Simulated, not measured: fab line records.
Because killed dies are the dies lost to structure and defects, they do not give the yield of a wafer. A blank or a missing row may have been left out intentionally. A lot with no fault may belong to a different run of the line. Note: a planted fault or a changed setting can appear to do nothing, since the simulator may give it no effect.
Which tool is to blame? | flow gf180mcu | Sampling: 13 lots, 39 wafers, 6 of 602 route steps

## WHAT THE GAUGES SHOWED, per wafer
GF_STI_BOW_MEAS_00.
lot  | measured    | on            | INCOMING_BOW (um)
L415 | day 1 10:01 | film metro-03 | -1 -4 2
L417 | day 1 20:02 | film metro-01 | 5 13 1
L421 | day 2 16:02 | film metro-03 | 4 7 -1
L423 | day 3 02:00 | film metro-03 | -4 7 -12
L424 | day 3 07:01 | film metro-04 | -4 -4 10
L426 | day 3 17:04 | film metro-04 | 8 -10 -2
L427 | day 3 22:00 | film metro-01 | -10 -4 9
L428 | day 4 03:01 | film metro-03 | -2 -9 -3
L430 | day 4 13:00 | film metro-04 | 4 1 -4
L433 | day 5 04:04 | film metro-04 | 0 -3 -8
L435 | day 5 14:00 | film metro-03 | -2 0 13
L436 | day 5 19:01 | film metro-03 | 11 3 -4
L437 | day 6 00:02 | film metro-01 | 4 0 5

GF_STI_THK_MEAS_30.
lot  | measured    | on            | STI_OXIDATION_02_THK (nm)
L415 | day 2 06:33 | film metro-03 | 9.85 10.00 9.73
L417 | day 2 16:16 | film metro-03 | 9.86 9.88 9.88
L421 | day 3 14:25 | film metro-03 | 10.01 9.89 9.93
L423 | day 3 23:53 | film metro-01 | 10.18 10.16 10.08
L424 | day 4 06:11 | film metro-01 | 10.07 10.14 9.93
L426 | day 4 15:29 | film metro-03 | 9.98 10.12 10.04
L427 | day 4 20:55 | film metro-04 | 9.94 10.07 9.93
L428 | day 5 01:55 | film metro-03 | 10.35 10.39 10.32
L430 | day 5 11:43 | film metro-04 | 9.68 9.74 9.80
L433 | day 6 04:11 | film metro-01 | 9.65 9.55 9.71
L435 | day 6 16:40 | film metro-04 | 10.09 9.98 10.17
L436 | day 6 21:29 | film metro-04 | 10.08 10.15 10.10
L437 | day 7 05:08 | film metro-04 | 9.95 10.18 10.07

GF_NWELL_OVL_MEAS_07.
lot  | measured    | on         | NWELL_OVL (nm)
L415 | day 3 08:13 | overlay-01 | -1.2 0.8 -0.7
L417 | day 3 17:22 | overlay-02 | -0.7 0.1 -0.6
L421 | day 4 18:40 | overlay-02 | 0.4 -0.9 0.1
L423 | day 5 05:21 | overlay-02 | 1.9 0.5 2.3
L424 | day 5 11:03 | overlay-01 | 1.3 -0.7 0.0
L426 | day 5 20:14 | overlay-02 | 0.7 0.2 2.4
L427 | day 6 02:24 | overlay-02 | -0.1 -0.3 -0.2
L428 | day 6 07:21 | overlay-01 | 0.6 1.3 1.4
L430 | day 6 18:13 | overlay-02 | 0.6 2.5 0.8
L433 | day 7 10:38 | overlay-02 | 1.5 -0.5 0.7
L435 | day 7 23:20 | overlay-02 | 1.2 1.0 0.4
L436 | day 8 05:21 | overlay-01 | -0.5 -0.8 -0.7
L437 | day 8 14:10 | overlay-01 | 0.4 -0.5 0.8

GF_MVSD_TW_MEAS_11.
lot  | measured     | on            | MVSD_TW
L415 | day 4 13:23  | film metro-04 | 1598 1608 1591
L417 | day 4 21:29  | film metro-02 | 1576 1589 1587
L421 | day 5 23:50  | film metro-02 | 1578 1579 1574
L423 | day 6 12:24  | film metro-02 | 1632 1624 1618
L424 | day 6 17:47  | film metro-03 | 1626 1620 1622
L426 | day 7 03:51  | film metro-04 | 1629 1639 1635
L427 | day 7 10:40  | film metro-02 | 1566 1573 1567
L428 | day 7 15:29  | film metro-02 | 1570 1572 1581
L430 | day 8 02:58  | film metro-04 | 1599 1595 1596
L433 | day 8 20:31  | film metro-03 | 1586 1587 1587
L435 | day 9 10:13  | film metro-02 | 1587 1583 1583
L436 | day 9 16:59  | film metro-02 | 1580 1580 1583
L437 | day 10 02:00 | film metro-04 | 1597 1590 1586

GF_VT_IMPLANT_RS_MEAS_46: measures by four-point-probe.
lot  | measured     | on            | MVSD_RS (ohm/sq)
L415 | day 7 15:25  | film metro-03 | 454.7 454.2 454.1
L417 | day 8 01:39  | film metro-03 | 456.0 455.4 456.7
L421 | day 9 08:44  | film metro-02 | 458.4 455.8 458.1
L423 | day 9 22:10  | film metro-04 | 416.2 417.3 416.4
L424 | day 10 05:52 | film metro-03 | 416.6 416.4 416.5
L426 | day 10 17:22 | film metro-02 | 417.1 417.3 417.6
L427 | day 11 02:08 | film metro-04 | 459.2 457.7 458.6
L428 | day 11 06:50 | film metro-02 | 458.3 457.8 459.0
L430 | day 11 19:47 | film metro-04 | 457.1 457.1 458.3
L433 | day 12 13:09 | film metro-04 | 454.5 454.6 455.4
L435 | day 13 05:38 | film metro-04 | 457.9 457.9 458.2
L436 | day 13 13:43 | film metro-02 | 457.8 456.8 458.6
L437 | day 13 22:33 | film metro-03 | 454.2 455.0 456.0

## TOOL THAT RAN EACH LOT (tool first, then ch and the chambers of the sampled wafers, then the start)
lot  | GF_MVSD_IMPLANT_09
L415 | implanter-03 ch 0, day 4 13:08
L417 | implanter-01 ch 0, day 4 21:16
L421 | implanter-03 ch 0, day 5 23:37
L423 | implanter-03 ch 0, day 6 12:09
L424 | implanter-03 ch 0, day 6 17:34
L426 | implanter-03 ch 0, day 7 03:38
L427 | implanter-02 ch 0, day 7 10:25
L428 | implanter-02 ch 0, day 7 15:16
L430 | implanter-01 ch 0, day 8 02:43
L433 | implanter-02 ch 0, day 8 20:19
L435 | implanter-02 ch 0, day 9 09:58
L436 | implanter-02 ch 0, day 9 16:45
L437 | implanter-01 ch 0, day 10 01:47
- GF_MVSD_IMPLANT_09

## AS READ BY THE TOOLS THEMSELVES (means over the sampled wafers that have a number; for cases with no such wafer, the mark the record gives instead)
GF_MVSD_IMPLANT_09.
lot  | tool         | beam on s (s) | dose ions cm2 | faraday current uA | tilt deg (degrees)
L415 | implanter-03 | 9.91          | 5e+12         | 28.4               | -0.029
L417 | implanter-01 | 9.98          | 5e+12         | 28.3               | 0.003
L421 | implanter-03 | 9.86          | 5e+12         | 28.6               | 0.012
L423 | implanter-03 | 10.15         | 8e+12         | 46.0               | 0.022
L424 | implanter-03 | 10.06         | 8e+12         | 46.5               | 0.010
L426 | implanter-03 | 10.01         | 8e+12         | 46.6               | 0.015
L427 | implanter-02 | 10.02         | 5e+12         | 28.2               | -0.005
L428 | implanter-02 | 10.00         | 5e+12         | 28.1               | -0.000
L430 | implanter-01 | 9.87          | 5e+12         | 28.6               | 0.016
L433 | implanter-02 | 9.88          | 5e+12         | 28.6               | 0.025
L435 | implanter-02 | 9.91          | 5e+12         | 28.5               | -0.002
L436 | implanter-02 | 10.00         | 5e+12         | 28.2               | 0.003
L437 | implanter-01 | 9.99          | 5e+12         | 28.2               | 0.023

## THE ANSWER, worked out from the rows above alone
Rule: the lots themselves supply what counts as usual. Put in order of their means at a reading, lots are off if they are a third of the lots or fewer, leave a main group of 4 or more, and stand apart from it by a gap of 3 or more times the standard deviation of the main group's means; of several such gaps the widest counts. Not used: any main group whose means are identical at the precision the tables above print for the reading. A lot without any number at a reading at which 4 lots or more have one is off too. Any other lot the step has rows for is counted as sound. Order of review: gauges by route order, followed by the tools' own readings, for which a lot's mean as printed above is used. The first step at which some lot is off is used, and at that step the reading that is off furthest; a lot without a number counts as furthest.
Off: at GF_VT_IMPLANT_RS_MEAS_46 (MVSD_RS), L423, L424, L426. The main group: mean 456.8 ohm/sq, standard deviation 1.5.
If a tool, at a process step before that reading, ran all the lots that are off and no sound lot after the first of them, it fits. Not tried: the gauges at GF_VT_IMPLANT_RS_MEAS_46; whatever is off there is also off at GF_MVSD_IMPLANT_09, on other tools, and gauge error can't account for it. One fits: implanter-03 at GF_MVSD_IMPLANT_09. Its last sound lot is L421 (day 5 23:37), its first lot that is off L423 (day 6 12:09): a fault that began between those two fits.
The tool's own readings at GF_MVSD_IMPLANT_09 bear it out: on the lots that are off they differ by more than 5 times the standard deviation of the sound lots' means. dose ions cm2 reads 8e+12 there against 5e+12 on the sound lots; faraday current uA reads 46.4 there against 28.4 on the sound lots.

## WHAT WAS PUT IN BY THE SIMULATOR
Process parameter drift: implanter-03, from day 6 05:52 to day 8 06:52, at GF_MVSD_IMPLANT_09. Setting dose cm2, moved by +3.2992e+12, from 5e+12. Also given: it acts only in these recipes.
Shown lots that were struck: L423, L424, L426. The rule above reached the same finding.
